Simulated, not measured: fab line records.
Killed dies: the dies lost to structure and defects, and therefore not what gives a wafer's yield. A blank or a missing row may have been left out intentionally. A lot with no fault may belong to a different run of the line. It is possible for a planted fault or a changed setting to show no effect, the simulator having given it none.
8D (eight disciplines) problem report, filled in by code ; flow sky130 ; the parts of the form that need people (team, actions taken, sign-off) are left out

== 1. THE ISSUE ==
cd_nm at SKY_LOCAL_INTERCONNECT_CD_MEAS_11 reads a mean of 134.0 nm on 6 wafers of 2 lots; wafers without a fault read 170.0 nm with a standard deviation of 1.4. Relative to the usual mean, that is a shift of -26 standard deviations.
The step: target cd 170 nm.
Earliest sighting: wafer L662.1 on cd_sem-01 at day 34 02:52. At this step, 33 wafers from 11 lots have a number in the record. By rule, "out" or "out of limits" means more than 4 standard deviations away from the usual mean. Any other wafer with a number is counted as sound.

== 2. WHAT THIS IS AND IS NOT ==
question;is;is not
which readings at this step;cd_nm;-
which lots;L662, L664;L652, L655, L656, L657, L666, L668, L670, L674, L675
which wafers of those lots;all that have a number;-
read on which gauges;cd_sem-01;cd_sem-02
when;from day 34 02:52;"up to then (12 sound wafers); but 15 sound wafers of L666, L668, L670, L674, L675 came after"

== 3. THE SUSPECTS, EACH WITH WHAT RULES IT OUT ==
Counting: a tool stays on the suspect list if, at a process step up to the reading, it processed all lots that are out and no sound lot following the first of them.
- the gauge at SKY_LOCAL_INTERCONNECT_CD_MEAS_11 has been ruled out. All the wafers that are out were read on cd_sem-01, but those of them that SKY_PAD_OPEN_PROBE_99 has rows for are out there too, on other tools.
- pvd_sputter-01 at SKY_LI_CONTACT_SPUTTER_19 (material Ti, target thk 20 nm, time 106.37 s): ruled out as a lasting fault. After its first lot that is out, L662 (day 32 23:10), sound lots L670, L674, L675 ran on it.
- krf_scanner-01 at SKY_LOCAL_INTERCONNECT_EXPOSE_08 (exposes mask LI1M, target cd 170 nm): ruled out as a lasting fault. After its first lot that is out, L662 (day 33 13:56), sound lots L674 ran on it.
Left after counting: nothing in the record.

== 4. THE CAUSE (what the simulator had put in) ==
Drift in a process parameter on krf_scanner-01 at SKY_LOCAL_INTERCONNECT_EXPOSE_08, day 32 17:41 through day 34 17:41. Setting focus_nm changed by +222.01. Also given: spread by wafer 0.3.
Counting ruled it out, wrongly: the rule takes a fault to strike every lot that its tool runs from its start on, and this one did not.

== 5. THE EFFECT CHAIN, in route order ==
Rows list readings where the struck wafers' mean (over those with a number) sits beyond 3 standard deviations from the usual. Readings are gone through only where the record gives a usual standard deviation; hours: the median, over the lots, of the time from a lot's start at the first step in this table giving one to that lot's start at this step; sigmas: the change measured in usual standard deviations.
hours;step;reading;usual;on struck wafers;change;sigmas
0;SKY_LOCAL_INTERCONNECT_CD_MEAS_11;cd_nm;170.0 nm;134.0;-36.0;-26
346;SKY_PAD_OPEN_PROBE_99;killed_at_contacts;23;274;+251;+46
346;SKY_PAD_OPEN_PROBE_99;killed_dies;85;333;+248;+27
346;SKY_PAD_OPEN_PROBE_99;killed_on_rim;16;64;+48;+14
The process steps in it:
- SKY_PAD_OPEN_PROBE_99

== 6. HOW IT WOULD HAVE BEEN CAUGHT EARLIER ==
In this record the first reading out of limits at a measuring or inspecting step was taken at day 34 02:52, 33 hours after the fault began at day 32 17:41.
An alarm limit of 4 standard deviations would not have fired on the tool readings at SKY_LOCAL_INTERCONNECT_EXPOSE_08 for which the record gives a usual standard deviation, since none of them was out on any struck wafer.
